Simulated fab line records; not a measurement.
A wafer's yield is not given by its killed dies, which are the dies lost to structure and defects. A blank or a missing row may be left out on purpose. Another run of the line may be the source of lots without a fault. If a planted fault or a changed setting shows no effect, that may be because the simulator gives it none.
Check of tool commonality :: flow sky130 :: Lots sampled 12, wafers sampled 42

REASON IT WAS OPENED
SKY_SPACER_THK_MEAS_01, reading SPACER_CVD_00_THK: flagged on 2 of 12 lots. Wafers without a fault read 43.0 nm, standard deviation 0.47.
Rule: a lot is flagged in two cases, either no wafer of it has a number, or all its wafers with numbers fall more than 4 standard deviations from that mean. The other lots count as sound.

lot: L449
measured: day 23 02:01
on: film_metro-01
SPACER_CVD_00_THK (nm), wafer by wafer: 43.6 43.6 43.3
flag: 

lot: L451
measured: day 23 20:12
on: film_metro-02
SPACER_CVD_00_THK (nm), wafer by wafer: 42.8 42.7 42.8
flag: 

lot: L456
measured: day 26 04:03
on: film_metro-01
SPACER_CVD_00_THK (nm), wafer by wafer: 32.3 32.0 31.9 32.3 32.0 31.9
flag: FLAGGED

lot: L455
measured: day 26 05:16
on: film_metro-04
SPACER_CVD_00_THK (nm), wafer by wafer: 31.3 31.5 31.2 31.3 31.4 31.3
flag: FLAGGED

lot: L464
measured: day 28 23:05
on: film_metro-02
SPACER_CVD_00_THK (nm), wafer by wafer: 43.0 42.7 42.6
flag: 

lot: L465
measured: day 29 03:10
on: film_metro-02
SPACER_CVD_00_THK (nm), wafer by wafer: 43.5 42.7 43.3
flag: 

lot: L466
measured: day 29 04:56
on: film_metro-04
SPACER_CVD_00_THK (nm), wafer by wafer: 43.5 43.5 43.6
flag: 

lot: L467
measured: day 29 07:11
on: film_metro-04
SPACER_CVD_00_THK (nm), wafer by wafer: 44.1 43.7 43.0
flag: 

lot: L468
measured: day 29 20:55
on: film_metro-04
SPACER_CVD_00_THK (nm), wafer by wafer: 43.2 43.1 43.1
flag: 

lot: L469
measured: day 30 05:34
on: film_metro-04
SPACER_CVD_00_THK (nm), wafer by wafer: 42.9 42.7 42.7
flag: 

lot: L471
measured: day 30 19:02
on: film_metro-02
SPACER_CVD_00_THK (nm), wafer by wafer: 42.6 42.5 42.2
flag: 

lot: L472
measured: day 30 21:22
on: film_metro-04
SPACER_CVD_00_THK (nm), wafer by wafer: 43.2 43.5 43.1
flag: 
The numbers of the flagged lots are 31.7 nm on average: -11.3 nm against the usual, or -24 standard deviations.

EACH LOT AND THE TOOL IT RAN ON
The record holds 1 process step before the reading, out of a route of 708 steps. Each cell gives the tool, then ch followed by the chambers the sampled wafers passed through, then the start.
lot: L449
flag: 
SKY_SPACER_CVD_00: lpcvd-02 ch 0, day 22 23:18

lot: L451
flag: 
SKY_SPACER_CVD_00: lpcvd-02 ch 1, day 23 18:23

lot: L456
flag: FLAGGED
SKY_SPACER_CVD_00: lpcvd-02 ch 0, day 26 02:50

lot: L455
flag: FLAGGED
SKY_SPACER_CVD_00: lpcvd-02 ch 0, day 26 04:02

lot: L464
flag: 
SKY_SPACER_CVD_00: lpcvd-02 ch 0, day 28 21:53

lot: L465
flag: 
SKY_SPACER_CVD_00: lpcvd-02 ch 0, day 29 01:56

lot: L466
flag: 
SKY_SPACER_CVD_00: lpcvd-02 ch 1, day 29 03:44

lot: L467
flag: 
SKY_SPACER_CVD_00: lpcvd-02 ch 1, day 29 05:59

lot: L468
flag: 
SKY_SPACER_CVD_00: lpcvd-02 ch 0, day 29 19:42

lot: L469
flag: 
SKY_SPACER_CVD_00: lpcvd-02 ch 0, day 30 04:22

lot: L471
flag: 
SKY_SPACER_CVD_00: lpcvd-02 ch 0, day 30 17:14

lot: L472
flag: 
SKY_SPACER_CVD_00: lpcvd-02 ch 0, day 30 19:32
What the steps here do:
- SKY_SPACER_CVD_00: deposits Si3N4 from DCS/NH3, target thk 43.1 nm, time 740 s.
- SKY_SPACER_THK_MEAS_01

FLAGGED AGAINST TOTAL, ONE TOOL AT A TIME (gauges that did the reading follow at the end)
step: SKY_SPACER_CVD_00
tool: lpcvd-02
lots run: 12
flagged: 2
share of the flagged lots: all
sound lots run after its first flagged lot: 8 (L464,L465,L466,L467,L468,L469,L471,L472)

step: SKY_SPACER_THK_MEAS_01
tool: film_metro-01
lots run: 2
flagged: 1
share of the flagged lots: some
sound lots run after its first flagged lot: 0

step: SKY_SPACER_THK_MEAS_01
tool: film_metro-02
lots run: 4
flagged: 0
share of the flagged lots: none
sound lots run after its first flagged lot: -

step: SKY_SPACER_THK_MEAS_01
tool: film_metro-04
lots run: 6
flagged: 1
share of the flagged lots: some
sound lots run after its first flagged lot: 5 (L466,L467,L468,L469,L472)

THE TABLE: WHAT IT ALLOWS
All flagged lots share 1 row of the table, namely lpcvd-02 at SKY_SPACER_CVD_00.
- lpcvd-02 at SKY_SPACER_CVD_00: 2 of its 12 lots flagged. Sound lots followed the first flagged one (L464, L465, L466, L467, L468, L469, L471, L472) on it, something a lasting fault affecting the whole tool could not allow.
Every row of the table either missed a flagged lot or ran a sound lot after the first.

WHAT HAD BEEN PUT IN BY THE SIMULATOR
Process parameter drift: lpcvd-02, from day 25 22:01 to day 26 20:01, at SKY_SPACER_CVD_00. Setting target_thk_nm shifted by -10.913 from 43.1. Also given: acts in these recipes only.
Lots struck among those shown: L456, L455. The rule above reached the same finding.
